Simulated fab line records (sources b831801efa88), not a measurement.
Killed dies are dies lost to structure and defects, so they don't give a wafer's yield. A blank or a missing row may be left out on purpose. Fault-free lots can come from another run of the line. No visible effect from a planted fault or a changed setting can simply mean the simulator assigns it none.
fab line records :: flow sky130
record
  lots=7
  wafers=21
  last_day=48
route steps=708 shown METAL5@680 PASSIVATION@681
lots that met no fault: from a run of the same line without faults
start_h: the number of hours between the record's first day and the start of the first shown wafer of the lot :: wait_h: hours from the lot's prior step to this one :: " as in the row above :: L1.1+2: a row that stands for several wafers :: - no value, or no start was given :: * or withheld: withheld :: < > ~ a bound
route shown NAME@n: NAME is a module with steps in the file, n the number in the route of the first one :: usual: mean/standard deviation taken from wafers without a fault :: same: alike in all rows :: chamber/n: place in a boat :: sites: each site's reading :: _std_site: standard deviation of those values :: _edge_site: outer sites' mean less inner sites' :: radius_mm: for every site, how far away it sits from the centre of the wafer :: mask NAME#n: copy n :: behind: tool/chamber where the wafer was last shaped :: hold: what put the lot on hold/how long, in hours/how the hold closed :: device: which transistor (n, p or np) failed to switch :: end of line: tests of these same wafers at the route's end :: a step without rows: its recipe alone :: killed: not the wafer's yield, but the dies lost to structure and defects at the first sort :: map: a wafer's dies, x killed, . not, _ none there
set.NAME: setting as actually run; set.NAME@STEP: the setting as run at that earlier step :: model.NAME: the simulator's own value behind a step, which no gauge read
lots seen at some steps along the route; tables by step, rows by wafer
services: a tool's chamber out of use, with start hour (start_h, from the record's first day; less than 0 if before it), hours out, and reason
## steps
# step SKY_METAL5_CLEAN_19
# recipe
  chemistry=O3/DIW
  dry=n2_spin
# step SKY_PASSIVATION_CVD_00
# recipe
  material=SiO2
  target_thk_nm=90
  temp_c=400
  time_s=withheld
  rf_w=600
# usual
  heater_power_w=715/130
lot.wafer: L585.1
tool: pecvd-04
chamber: 0
start_h: 1025.34
wait_h: 0.0
heater_power_w: 518

lot.wafer: L585.4
tool: pecvd-04
chamber: 0
start_h: 1025.34
wait_h: 0.0
heater_power_w: 503

lot.wafer: L585.5
tool: pecvd-04
chamber: 0
start_h: 1025.34
wait_h: 0.0
heater_power_w: 503

lot.wafer: L589.2
tool: pecvd-02
chamber: 1
start_h: 1049.20
wait_h: 0.0
heater_power_w: 967

lot.wafer: L589.3
tool: pecvd-02
chamber: 1
start_h: 1049.20
wait_h: 0.0
heater_power_w: 966

lot.wafer: L589.6
tool: pecvd-02
chamber: 0
start_h: 1049.20
wait_h: 0.0
heater_power_w: 857

lot.wafer: L590.3
tool: pecvd-02
chamber: 1
start_h: 1066.51
wait_h: 0.0
heater_power_w: 880

lot.wafer: L590.5
tool: pecvd-02
chamber: 0
start_h: 1066.51
wait_h: 0.0
heater_power_w: 792

lot.wafer: L590.6
tool: pecvd-02
chamber: 1
start_h: 1066.51
wait_h: 0.0
heater_power_w: 853

lot.wafer: L595.1
tool: pecvd-02
chamber: 0
start_h: 1095.16
wait_h: 0.0
heater_power_w: 831

lot.wafer: L595.2
tool: pecvd-02
chamber: 2
start_h: 1095.16
wait_h: 0.0
heater_power_w: 696

lot.wafer: L595.6
tool: pecvd-02
chamber: 2
start_h: 1095.16
wait_h: 0.0
heater_power_w: 669

lot.wafer: L601.1
tool: pecvd-01
chamber: 1
start_h: 1120.10
wait_h: 0.0
heater_power_w: 598

lot.wafer: L601.4
tool: pecvd-01
chamber: 1
start_h: 1120.10
wait_h: 0.0
heater_power_w: 611

lot.wafer: L601.5
tool: pecvd-01
chamber: 1
start_h: 1120.10
wait_h: 0.0
heater_power_w: 612

lot.wafer: L602.3
tool: pecvd-02
chamber: 2
start_h: 1130.83
wait_h: 0.0
heater_power_w: 793

lot.wafer: L602.5
tool: pecvd-02
chamber: 0
start_h: 1130.83
wait_h: 0.0
heater_power_w: 904

lot.wafer: L602.6
tool: pecvd-02
chamber: 1
start_h: 1130.83
wait_h: 0.0
heater_power_w: 800

lot.wafer: L603.2
tool: pecvd-01
chamber: 0
start_h: 1131.66
wait_h: 0.0
heater_power_w: 746

lot.wafer: L603.4
tool: pecvd-01
chamber: 0
start_h: 1131.66
wait_h: 0.0
heater_power_w: 588

lot.wafer: L603.6
tool: pecvd-01
chamber: 1
start_h: 1131.66
wait_h: 0.0
heater_power_w: 603
# step SKY_PASSIVATION_THK_MEAS_01
# recipe
  reads=SiO2_of_PASSIVATION_CVD_00
# usual
  PASSIVATION_CVD_00_THK=90.1/1.4
lot.wafer: L585.1
tool: film_metro-04
chamber: -
start_h: 1025.37
wait_h: -
PASSIVATION_CVD_00_THK[nm]: 88.5

lot.wafer: L585.4
tool: film_metro-04
chamber: -
start_h: 1025.37
wait_h: -
PASSIVATION_CVD_00_THK[nm]: 89.8

lot.wafer: L585.5
tool: film_metro-04
chamber: -
start_h: 1025.37
wait_h: -
PASSIVATION_CVD_00_THK[nm]: 90.0

lot.wafer: L589.2
tool: film_metro-02
chamber: -
start_h: 1049.24
wait_h: -
PASSIVATION_CVD_00_THK[nm]: 88.9

lot.wafer: L589.3
tool: film_metro-02
chamber: -
start_h: 1049.24
wait_h: -
PASSIVATION_CVD_00_THK[nm]: 89.0

lot.wafer: L589.6
tool: film_metro-02
chamber: -
start_h: 1049.24
wait_h: -
PASSIVATION_CVD_00_THK[nm]: 87.9

lot.wafer: L590.3
tool: film_metro-04
chamber: -
start_h: 1066.55
wait_h: -
PASSIVATION_CVD_00_THK[nm]: 91.2

lot.wafer: L590.5
tool: film_metro-04
chamber: -
start_h: 1066.55
wait_h: -
PASSIVATION_CVD_00_THK[nm]: 90.0

lot.wafer: L590.6
tool: film_metro-04
chamber: -
start_h: 1066.55
wait_h: -
PASSIVATION_CVD_00_THK[nm]: 89.8

lot.wafer: L595.1
tool: film_metro-04
chamber: -
start_h: 1095.18
wait_h: -
PASSIVATION_CVD_00_THK[nm]: 90.0

lot.wafer: L595.2
tool: film_metro-04
chamber: -
start_h: 1095.18
wait_h: -
PASSIVATION_CVD_00_THK[nm]: 90.0

lot.wafer: L595.6
tool: film_metro-04
chamber: -
start_h: 1095.18
wait_h: -
PASSIVATION_CVD_00_THK[nm]: 92.1

lot.wafer: L601.1
tool: film_metro-01
chamber: -
start_h: 1120.13
wait_h: -
PASSIVATION_CVD_00_THK[nm]: 91.1

lot.wafer: L601.4
tool: film_metro-01
chamber: -
start_h: 1120.13
wait_h: -
PASSIVATION_CVD_00_THK[nm]: 93.3

lot.wafer: L601.5
tool: film_metro-01
chamber: -
start_h: 1120.13
wait_h: -
PASSIVATION_CVD_00_THK[nm]: 93.3

lot.wafer: L602.3
tool: film_metro-04
chamber: -
start_h: 1130.87
wait_h: -
PASSIVATION_CVD_00_THK[nm]: 89.4

lot.wafer: L602.5
tool: film_metro-04
chamber: -
start_h: 1130.87
wait_h: -
PASSIVATION_CVD_00_THK[nm]: 89.4

lot.wafer: L602.6
tool: film_metro-04
chamber: -
start_h: 1130.87
wait_h: -
PASSIVATION_CVD_00_THK[nm]: 90.4

lot.wafer: L603.2
tool: film_metro-01
chamber: -
start_h: 1131.69
wait_h: -
PASSIVATION_CVD_00_THK[nm]: 88.4

lot.wafer: L603.4
tool: film_metro-01
chamber: -
start_h: 1131.69
wait_h: -
PASSIVATION_CVD_00_THK[nm]: 90.8

lot.wafer: L603.6
tool: film_metro-01
chamber: -
start_h: 1131.69
wait_h: -
PASSIVATION_CVD_00_THK[nm]: 93.9
# step SKY_PASSIVATION_CVD_02
# recipe
  material=Si3N4
  target_thk_nm=540
  temp_c=400
  time_s=withheld
  rf_w=450
# usual
  heater_power_w=730/140
lot.wafer: L585.1
tool: pecvd-01
chamber: 2
start_h: 1025.43
wait_h: 0.1
heater_power_w: 800

lot.wafer: L585.4
tool: pecvd-01
chamber: 0
start_h: 1025.43
wait_h: 0.1
heater_power_w: 765

lot.wafer: L585.5
tool: pecvd-01
chamber: 2
start_h: 1025.43
wait_h: 0.1
heater_power_w: 634

lot.wafer: L589.2
tool: pecvd-01
chamber: 1
start_h: 1049.29
wait_h: 0.0
heater_power_w: 724

lot.wafer: L589.3
tool: pecvd-01
chamber: 2
start_h: 1049.29
wait_h: 0.0
heater_power_w: 662

lot.wafer: L589.6
tool: pecvd-01
chamber: 0
start_h: 1049.29
wait_h: 0.0
heater_power_w: 771

lot.wafer: L590.3
tool: pecvd-04
chamber: 1
start_h: 1066.59
wait_h: 0.0
heater_power_w: 874

lot.wafer: L590.5
tool: pecvd-04
chamber: 1
start_h: 1066.59
wait_h: 0.0
heater_power_w: 895

lot.wafer: L590.6
tool: pecvd-04
chamber: 2
start_h: 1066.59
wait_h: 0.0
heater_power_w: 656

lot.wafer: L595.1
tool: pecvd-01
chamber: 1
start_h: 1095.24
wait_h: 0.1
heater_power_w: 701

lot.wafer: L595.2
tool: pecvd-01
chamber: 2
start_h: 1095.24
wait_h: 0.1
heater_power_w: 719

lot.wafer: L595.6
tool: pecvd-01
chamber: 1
start_h: 1095.24
wait_h: 0.1
heater_power_w: 732

lot.wafer: L601.1
tool: pecvd-04
chamber: 2
start_h: 1120.19
wait_h: 0.1
heater_power_w: 684

lot.wafer: L601.4
tool: pecvd-04
chamber: 1
start_h: 1120.19
wait_h: 0.1
heater_power_w: 943

lot.wafer: L601.5
tool: pecvd-04
chamber: 2
start_h: 1120.19
wait_h: 0.1
heater_power_w: 555

lot.wafer: L602.3
tool: pecvd-04
chamber: 0
start_h: 1130.91
wait_h: 0.0
heater_power_w: 582

lot.wafer: L602.5
tool: pecvd-04
chamber: 1
start_h: 1130.91
wait_h: 0.0
heater_power_w: 952

lot.wafer: L602.6
tool: pecvd-04
chamber: 2
start_h: 1130.91
wait_h: 0.0
heater_power_w: 646

lot.wafer: L603.2
tool: pecvd-02
chamber: 1
start_h: 1131.74
wait_h: 0.0
heater_power_w: 904

lot.wafer: L603.4
tool: pecvd-02
chamber: 1
start_h: 1131.74
wait_h: 0.0
heater_power_w: 986

lot.wafer: L603.6
tool: pecvd-02
chamber: 2
start_h: 1131.74
wait_h: 0.0
heater_power_w: 882
# step SKY_PASSIVATION_THK_MEAS_03
# recipe
  reads=Si3N4_of_PASSIVATION_CVD_02
# usual
  PASSIVATION_CVD_02_THK=535/7.8
lot.wafer: L585.1
tool: film_metro-01
chamber: -
start_h: 1025.66
wait_h: -
PASSIVATION_CVD_02_THK[nm]: 525

lot.wafer: L585.4
tool: film_metro-01
chamber: -
start_h: 1025.66
wait_h: -
PASSIVATION_CVD_02_THK[nm]: 535

lot.wafer: L585.5
tool: film_metro-01
chamber: -
start_h: 1025.66
wait_h: -
PASSIVATION_CVD_02_THK[nm]: 530

lot.wafer: L589.2
tool: film_metro-04
chamber: -
start_h: 1049.52
wait_h: -
PASSIVATION_CVD_02_THK[nm]: 526

lot.wafer: L589.3
tool: film_metro-04
chamber: -
start_h: 1049.52
wait_h: -
PASSIVATION_CVD_02_THK[nm]: 520

lot.wafer: L589.6
tool: film_metro-04
chamber: -
start_h: 1049.52
wait_h: -
PASSIVATION_CVD_02_THK[nm]: 533

lot.wafer: L590.3
tool: film_metro-01
chamber: -
start_h: 1066.90
wait_h: -
PASSIVATION_CVD_02_THK[nm]: 537

lot.wafer: L590.5
tool: film_metro-01
chamber: -
start_h: 1066.90
wait_h: -
PASSIVATION_CVD_02_THK[nm]: 551

lot.wafer: L590.6
tool: film_metro-01
chamber: -
start_h: 1066.90
wait_h: -
PASSIVATION_CVD_02_THK[nm]: 546

lot.wafer: L595.1
tool: film_metro-04
chamber: -
start_h: 1095.46
wait_h: -
PASSIVATION_CVD_02_THK[nm]: 520

lot.wafer: L595.2
tool: film_metro-04
chamber: -
start_h: 1095.46
wait_h: -
PASSIVATION_CVD_02_THK[nm]: 526

lot.wafer: L595.6
tool: film_metro-04
chamber: -
start_h: 1095.46
wait_h: -
PASSIVATION_CVD_02_THK[nm]: 541

lot.wafer: L601.1
tool: film_metro-01
chamber: -
start_h: 1120.42
wait_h: -
PASSIVATION_CVD_02_THK[nm]: 531

lot.wafer: L601.4
tool: film_metro-01
chamber: -
start_h: 1120.42
wait_h: -
PASSIVATION_CVD_02_THK[nm]: 539

lot.wafer: L601.5
tool: film_metro-01
chamber: -
start_h: 1120.42
wait_h: -
PASSIVATION_CVD_02_THK[nm]: 535

lot.wafer: L602.3
tool: film_metro-04
chamber: -
start_h: 1131.15
wait_h: -
PASSIVATION_CVD_02_THK[nm]: 534

lot.wafer: L602.5
tool: film_metro-04
chamber: -
start_h: 1131.15
wait_h: -
PASSIVATION_CVD_02_THK[nm]: 542

lot.wafer: L602.6
tool: film_metro-04
chamber: -
start_h: 1131.15
wait_h: -
PASSIVATION_CVD_02_THK[nm]: 537

lot.wafer: L603.2
tool: film_metro-02
chamber: -
start_h: 1131.97
wait_h: -
PASSIVATION_CVD_02_THK[nm]: 518

lot.wafer: L603.4
tool: film_metro-02
chamber: -
start_h: 1131.97
wait_h: -
PASSIVATION_CVD_02_THK[nm]: 526

lot.wafer: L603.6
tool: film_metro-02
chamber: -
start_h: 1131.97
wait_h: -
PASSIVATION_CVD_02_THK[nm]: 547
# step SKY_PASSIVATION_DEHYDRATE_04
# recipe
  temp_c=200
  time_s=60
# step SKY_PASSIVATION_HMDS_05
# recipe
  prime_time_s=60
  prime_temp_c=120
# step SKY_PASSIVATION_COAT_06
# recipe
  spin_rpm=2000
  resist_thk_nm=3000
# step SKY_PASSIVATION_SOFTBAKE_07
# recipe
  temp_c=110
  time_s=withheld
# step SKY_PASSIVATION_EXPOSE_08
# recipe
  mask_id=NSM
  target_cd_nm=3000
  na=0.57
  dose_mj=260
# step SKY_PASSIVATION_PEB_09
# recipe
  temp_c=115
  time_s=withheld
# step SKY_PASSIVATION_DEVELOP_10
# recipe
  develop_time_s=60
  dev_temp_c=22
# step SKY_PASSIVATION_ETCH_11
# recipe
  chemistry=CF4/O2
  target_depth_nm=725
  stop_on=AlCu
  source_w=800
  bias_w=150
  pressure_mtorr=150
  cf4_flow_sccm=80
  O2_flow_sccm=10
  time_s=161.1
# usual
  O2_flow_sccm=10.00/0.032
  bias_w=150.1/0.52
  drypump_motor_current_A=5.8/0.46
  oes_product_au=0.975/0.008
  throttle_valve_pct=5.965/0.0094
  time_s=161.1/0
lot.wafer: L585.1
tool: rie_diel-02
chamber: 2
start_h: 1048.04
wait_h: -
O2_flow_sccm: 10.04
bias_w: 150.8
drypump_motor_current_A: 5.4
oes_product_au: 0.961
rf_hours_counter_h: 18
throttle_valve_pct: 5.962
time_s: 161.1
model.coat_of_PASSIVATION_COAT_06.thk_nm: 2502

lot.wafer: L585.4
tool: rie_diel-02
chamber: 1
start_h: 1048.04
wait_h: -
O2_flow_sccm: 10.01
bias_w: 150.4
drypump_motor_current_A: 6.0
oes_product_au: 0.976
rf_hours_counter_h: 31
throttle_valve_pct: 5.959
time_s: 161.1
model.coat_of_PASSIVATION_COAT_06.thk_nm: 2493

lot.wafer: L585.5
tool: rie_diel-02
chamber: 1
start_h: 1048.04
wait_h: -
O2_flow_sccm: 9.93
bias_w: 151.2
drypump_motor_current_A: 6.0
oes_product_au: 0.970
rf_hours_counter_h: -
throttle_valve_pct: 5.962
time_s: 161.1
model.coat_of_PASSIVATION_COAT_06.thk_nm: 2498

lot.wafer: L589.2
tool: rie_diel-04
chamber: 3
start_h: 1070.83
wait_h: -
O2_flow_sccm: 10.05
bias_w: 149.3
drypump_motor_current_A: 5.8
oes_product_au: 0.974
rf_hours_counter_h: 11
throttle_valve_pct: 5.972
time_s: 161.1
model.coat_of_PASSIVATION_COAT_06.thk_nm: 2534

lot.wafer: L589.3
tool: rie_diel-04
chamber: 0
start_h: 1070.83
wait_h: -
O2_flow_sccm: 9.99
bias_w: 150.8
drypump_motor_current_A: 6.3
oes_product_au: 0.968
rf_hours_counter_h: 22
throttle_valve_pct: 5.979
time_s: 161.1
model.coat_of_PASSIVATION_COAT_06.thk_nm: 2530

lot.wafer: L589.6
tool: rie_diel-04
chamber: 3
start_h: 1070.83
wait_h: -
O2_flow_sccm: 10.02
bias_w: 148.7
drypump_motor_current_A: 5.8
oes_product_au: 0.972
rf_hours_counter_h: -
throttle_valve_pct: 5.970
time_s: 161.1
model.coat_of_PASSIVATION_COAT_06.thk_nm: 2536

lot.wafer: L590.3
tool: rie_diel-01
chamber: 3
start_h: 1086.64
wait_h: -
O2_flow_sccm: 10.01
bias_w: 149.6
drypump_motor_current_A: 5.4
oes_product_au: 0.974
rf_hours_counter_h: 11
throttle_valve_pct: 5.962
time_s: 161.1
model.coat_of_PASSIVATION_COAT_06.thk_nm: 2507

lot.wafer: L590.5
tool: rie_diel-01
chamber: 3
start_h: 1086.64
wait_h: -
O2_flow_sccm: 10.01
bias_w: 150.0
drypump_motor_current_A: 5.4
oes_product_au: 0.989
rf_hours_counter_h: -
throttle_valve_pct: 5.963
time_s: 161.1
model.coat_of_PASSIVATION_COAT_06.thk_nm: 2518

lot.wafer: L590.6
tool: rie_diel-01
chamber: 2
start_h: 1086.64
wait_h: -
O2_flow_sccm: 10.00
bias_w: 151.2
drypump_motor_current_A: 5.8
oes_product_au: 0.973
rf_hours_counter_h: -
throttle_valve_pct: 5.966
time_s: 161.1
model.coat_of_PASSIVATION_COAT_06.thk_nm: 2536

lot.wafer: L595.1
tool: rie_diel-04
chamber: 3
start_h: 1116.44
wait_h: -
O2_flow_sccm: 10.00
bias_w: 150.0
drypump_motor_current_A: 5.8
oes_product_au: 0.966
rf_hours_counter_h: 12
throttle_valve_pct: 5.971
time_s: 161.1
model.coat_of_PASSIVATION_COAT_06.thk_nm: 2510

lot.wafer: L595.2
tool: rie_diel-04
chamber: 0
start_h: 1116.44
wait_h: -
O2_flow_sccm: 9.93
bias_w: 149.7
drypump_motor_current_A: 6.2
oes_product_au: 0.964
rf_hours_counter_h: 24
throttle_valve_pct: 5.968
time_s: 161.1
model.coat_of_PASSIVATION_COAT_06.thk_nm: 2511

lot.wafer: L595.6
tool: rie_diel-04
chamber: 3
start_h: 1116.44
wait_h: -
O2_flow_sccm: 9.97
bias_w: 150.3
drypump_motor_current_A: 5.8
oes_product_au: 0.981
rf_hours_counter_h: -
throttle_valve_pct: 5.959
time_s: 161.1
model.coat_of_PASSIVATION_COAT_06.thk_nm: 2502

lot.wafer: L601.1
tool: rie_diel-02
chamber: 3
start_h: 1139.34
wait_h: -
O2_flow_sccm: -
bias_w: -
drypump_motor_current_A: -
oes_product_au: -
rf_hours_counter_h: -
throttle_valve_pct: -
time_s: -
model.coat_of_PASSIVATION_COAT_06.thk_nm: 2991

lot.wafer: L601.4
tool: rie_diel-02
chamber: 2
start_h: 1139.34
wait_h: -
O2_flow_sccm: -
bias_w: -
drypump_motor_current_A: -
oes_product_au: -
rf_hours_counter_h: -
throttle_valve_pct: -
time_s: -
model.coat_of_PASSIVATION_COAT_06.thk_nm: 2998

lot.wafer: L601.5
tool: rie_diel-02
chamber: 0
start_h: 1139.34
wait_h: -
O2_flow_sccm: -
bias_w: -
drypump_motor_current_A: -
oes_product_au: -
rf_hours_counter_h: -
throttle_valve_pct: -
time_s: -
model.coat_of_PASSIVATION_COAT_06.thk_nm: 3005

lot.wafer: L602.3
tool: rie_diel-01
chamber: 0
start_h: 1149.08
wait_h: -
O2_flow_sccm: -
bias_w: -
drypump_motor_current_A: -
oes_product_au: -
rf_hours_counter_h: -
throttle_valve_pct: -
time_s: -
model.coat_of_PASSIVATION_COAT_06.thk_nm: 2999

lot.wafer: L602.5
tool: rie_diel-01
chamber: 3
start_h: 1149.08
wait_h: -
O2_flow_sccm: -
bias_w: -
drypump_motor_current_A: -
oes_product_au: -
rf_hours_counter_h: -
throttle_valve_pct: -
time_s: -
model.coat_of_PASSIVATION_COAT_06.thk_nm: 3009

lot.wafer: L602.6
tool: rie_diel-01
chamber: 0
start_h: 1149.08
wait_h: -
O2_flow_sccm: -
bias_w: -
drypump_motor_current_A: -
oes_product_au: -
rf_hours_counter_h: -
throttle_valve_pct: -
time_s: -
model.coat_of_PASSIVATION_COAT_06.thk_nm: 2996

lot.wafer: L603.2
tool: rie_diel-04
chamber: 1
start_h: 1150.53
wait_h: -
O2_flow_sccm: -
bias_w: -
drypump_motor_current_A: -
oes_product_au: -
rf_hours_counter_h: -
throttle_valve_pct: -
time_s: -
model.coat_of_PASSIVATION_COAT_06.thk_nm: 3005

lot.wafer: L603.4
tool: rie_diel-04
chamber: 2
start_h: 1150.53
wait_h: -
O2_flow_sccm: -
bias_w: -
drypump_motor_current_A: -
oes_product_au: -
rf_hours_counter_h: -
throttle_valve_pct: -
time_s: -
model.coat_of_PASSIVATION_COAT_06.thk_nm: 3011

lot.wafer: L603.6
tool: rie_diel-04
chamber: 1
start_h: 1150.53
wait_h: -
O2_flow_sccm: -
bias_w: -
drypump_motor_current_A: -
oes_product_au: -
rf_hours_counter_h: -
throttle_valve_pct: -
time_s: -
model.coat_of_PASSIVATION_COAT_06.thk_nm: 2999
# step SKY_PASSIVATION_STRIP_12
# recipe
  chemistry=O2/N2
  power_w=1400
  pressure_mtorr=1500
  platen_temp_c=withheld
  overash_fraction=0.7
  o2_flow_sccm=3000
  n2_flow_sccm=300
# usual
  drypump_motor_current_A=5.6/0.58
  oes_product_au=0.661/0.0049
  strip_time_to_endpoint_s=31.47/0.17
lot.wafer: L585.1
tool: plasma_asher-04
chamber: 1
start_h: 1048.14
wait_h: 0.1
drypump_motor_current_A: 4.7
oes_product_au: 0.668
rf_hours_counter_h: 27
strip_time_to_endpoint_s: 31.35

lot.wafer: L585.4
tool: plasma_asher-04
chamber: 1
start_h: 1048.14
wait_h: 0.1
drypump_motor_current_A: 4.7
oes_product_au: 0.652
rf_hours_counter_h: -
strip_time_to_endpoint_s: 31.24

lot.wafer: L585.5
tool: plasma_asher-04
chamber: 1
start_h: 1048.14
wait_h: 0.1
drypump_motor_current_A: 4.7
oes_product_au: 0.664
rf_hours_counter_h: -
strip_time_to_endpoint_s: 31.31

lot.wafer: L589.2
tool: plasma_asher-04
chamber: 1
start_h: 1070.94
wait_h: 0.1
drypump_motor_current_A: 4.7
oes_product_au: 0.657
rf_hours_counter_h: 29
strip_time_to_endpoint_s: 31.73

lot.wafer: L589.3
tool: plasma_asher-04
chamber: 1
start_h: 1070.94
wait_h: 0.1
drypump_motor_current_A: 4.7
oes_product_au: 0.651
rf_hours_counter_h: -
strip_time_to_endpoint_s: 31.68

lot.wafer: L589.6
tool: plasma_asher-04
chamber: 1
start_h: 1070.94
wait_h: 0.1
drypump_motor_current_A: 4.7
oes_product_au: 0.659
rf_hours_counter_h: -
strip_time_to_endpoint_s: 31.77

lot.wafer: L590.3
tool: plasma_asher-03
chamber: 1
start_h: 1086.77
wait_h: 0.1
drypump_motor_current_A: 5.5
oes_product_au: 0.665
rf_hours_counter_h: -
strip_time_to_endpoint_s: 31.41

lot.wafer: L590.5
tool: plasma_asher-03
chamber: 1
start_h: 1086.77
wait_h: 0.1
drypump_motor_current_A: 5.5
oes_product_au: 0.664
rf_hours_counter_h: -
strip_time_to_endpoint_s: 31.54

lot.wafer: L590.6
tool: plasma_asher-03
chamber: 0
start_h: 1086.77
wait_h: 0.1
drypump_motor_current_A: 5.8
oes_product_au: 0.669
rf_hours_counter_h: -
strip_time_to_endpoint_s: 31.74

lot.wafer: L595.1
tool: plasma_asher-04
chamber: 0
start_h: 1116.54
wait_h: 0.1
drypump_motor_current_A: 6.7
oes_product_au: 0.652
rf_hours_counter_h: 34
strip_time_to_endpoint_s: 31.45

lot.wafer: L595.2
tool: plasma_asher-04
chamber: 1
start_h: 1116.54
wait_h: 0.1
drypump_motor_current_A: 4.7
oes_product_au: 0.663
rf_hours_counter_h: 34
strip_time_to_endpoint_s: 31.46

lot.wafer: L595.6
tool: plasma_asher-04
chamber: 0
start_h: 1116.54
wait_h: 0.1
drypump_motor_current_A: 6.7
oes_product_au: 0.661
rf_hours_counter_h: -
strip_time_to_endpoint_s: 31.38

lot.wafer: L601.1
tool: plasma_asher-03
chamber: 0
start_h: 1139.44
wait_h: 0.1
drypump_motor_current_A: 5.8
oes_product_au: 0.662
rf_hours_counter_h: 72
strip_time_to_endpoint_s: 36.87

lot.wafer: L601.4
tool: plasma_asher-03
chamber: 1
start_h: 1139.44
wait_h: 0.1
drypump_motor_current_A: 5.5
oes_product_au: 0.664
rf_hours_counter_h: -
strip_time_to_endpoint_s: 36.93

lot.wafer: L601.5
tool: plasma_asher-03
chamber: 0
start_h: 1139.44
wait_h: 0.1
drypump_motor_current_A: 5.8
oes_product_au: 0.665
rf_hours_counter_h: -
strip_time_to_endpoint_s: 37.04

lot.wafer: L602.3
tool: plasma_asher-02
chamber: 0
start_h: 1149.22
wait_h: 0.1
drypump_motor_current_A: 5.1
oes_product_au: 0.665
rf_hours_counter_h: -
strip_time_to_endpoint_s: 36.96

lot.wafer: L602.5
tool: plasma_asher-02
chamber: 0
start_h: 1149.22
wait_h: 0.1
drypump_motor_current_A: 5.1
oes_product_au: 0.661
rf_hours_counter_h: -
strip_time_to_endpoint_s: 37.09

lot.wafer: L602.6
tool: plasma_asher-02
chamber: 1
start_h: 1149.22
wait_h: 0.1
drypump_motor_current_A: 5.9
oes_product_au: 0.658
rf_hours_counter_h: -
strip_time_to_endpoint_s: 36.91

lot.wafer: L603.2
tool: plasma_asher-02
chamber: 0
start_h: 1150.64
wait_h: 0.1
drypump_motor_current_A: 5.1
oes_product_au: 0.660
rf_hours_counter_h: 8
strip_time_to_endpoint_s: 37.01

lot.wafer: L603.4
tool: plasma_asher-02
chamber: 1
start_h: 1150.64
wait_h: 0.1
drypump_motor_current_A: 5.9
oes_product_au: 0.675
rf_hours_counter_h: -
strip_time_to_endpoint_s: 37.10

lot.wafer: L603.6
tool: plasma_asher-02
chamber: 0
start_h: 1150.64
wait_h: 0.1
drypump_motor_current_A: 5.1
oes_product_au: 0.663
rf_hours_counter_h: -
strip_time_to_endpoint_s: 36.94
## services
tool: rie_diel-01
chamber: 2
start_h: 1007.16
hours: 2.5
kind: repair

tool: pecvd-04
chamber: 1
start_h: 1008.72
hours: 2.1
kind: scheduled_down

tool: rie_diel-01
chamber: 2
start_h: 1010.12
hours: 1.7
kind: repair

tool: pecvd-04
chamber: 1
start_h: 1010.85
hours: -
kind: clean

tool: pecvd-04
chamber: 1
start_h: 1010.85
hours: -
kind: consumable_replace:showerhead

tool: pecvd-04
chamber: 1
start_h: 1010.85
hours: 29.0
kind: scheduled_down

tool: pecvd-04
chamber: 1
start_h: 1010.85
hours: 29.0
kind: vent_cycle

tool: rie_diel-02
chamber: -
start_h: 1021.77
hours: 14.6
kind: pm

tool: rie_diel-04
chamber: 3
start_h: 1027.92
hours: 6.6
kind: repair

tool: pecvd-02
chamber: 2
start_h: 1037.19
hours: -
kind: clean

tool: pecvd-02
chamber: 2
start_h: 1037.19
hours: 29.5
kind: scheduled_down

tool: pecvd-02
chamber: 2
start_h: 1037.19
hours: 29.5
kind: vent_cycle

tool: pecvd-01
chamber: 2
start_h: 1046.05
hours: 2.1
kind: scheduled_down

tool: plasma_asher-02
chamber: -
start_h: 1055.25
hours: 9.0
kind: pm

tool: plasma_asher-02
chamber: 0
start_h: 1055.25
hours: 9.0
kind: vent_cycle

tool: plasma_asher-02
chamber: 1
start_h: 1055.25
hours: 9.0
kind: vent_cycle

tool: plasma_asher-02
chamber: 0
start_h: 1064.25
hours: -
kind: clean

tool: pecvd-02
chamber: 1
start_h: 1066.69
hours: 5.5
kind: scheduled_down

tool: pecvd-02
chamber: 1
start_h: 1072.15
hours: 2.1
kind: scheduled_down

tool: pecvd-02
chamber: 2
start_h: 1075.43
hours: 2.1
kind: scheduled_down

tool: rie_diel-01
chamber: -
start_h: 1081.69
hours: 0.7
kind: repair

tool: pecvd-01
chamber: 2
start_h: 1114.27
hours: 16.5
kind: scheduled_down

tool: rie_diel-04
chamber: 0
start_h: 1131.22
hours: 8.2
kind: repair

tool: pecvd-04
chamber: 2
start_h: 1139.95
hours: 2.1
kind: scheduled_down
## key
first_sign
  step=SKY_PASSIVATION_ETCH_11
  reading=tool_record
  direction=missing
effect
  step=SKY_PASSIVATION_STRIP_12
  reading=strip_time_to_endpoint_s
  direction=up
  sigmas=33
  usual=*
  struck=*
model_effect
  step=SKY_PASSIVATION_ETCH_11
  value=coat_of_PASSIVATION_COAT_06.thk_nm
  without=2506
  struck=3001
met_at SKY_PASSIVATION_ETCH_11
struck_wafers L601.1,L601.4,L601.5,L602.3,L602.5,L602.6,L603.2,L603.4,L603.6
later_rows_left_out L601.1,L601.4,L601.5,L602.3,L602.5,L602.6,L603.2,L603.4,L603.6
sort_left_out L601.1,L601.4,L601.5,L602.3,L602.5,L602.6,L603.2,L603.4,L603.6
onset_between 1116.44 1139.34
fault
  kind=skipped_step_whole
  tool=rie_diel-01,rie_diel-02,rie_diel-04
  chamber=-
  onset_h=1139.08
  steps=SKY_PASSIVATION_ETCH_11
  scope=struck_lots_only
# sort_left_out: the simulated sort isn't trusted on such a fault, so these wafers' sort isn't shown, and their yield isn't known
# later_rows_left_out: the simulator's readings of these wafers behind a module that went badly wrong aren't trusted and aren't shown, but for the sort
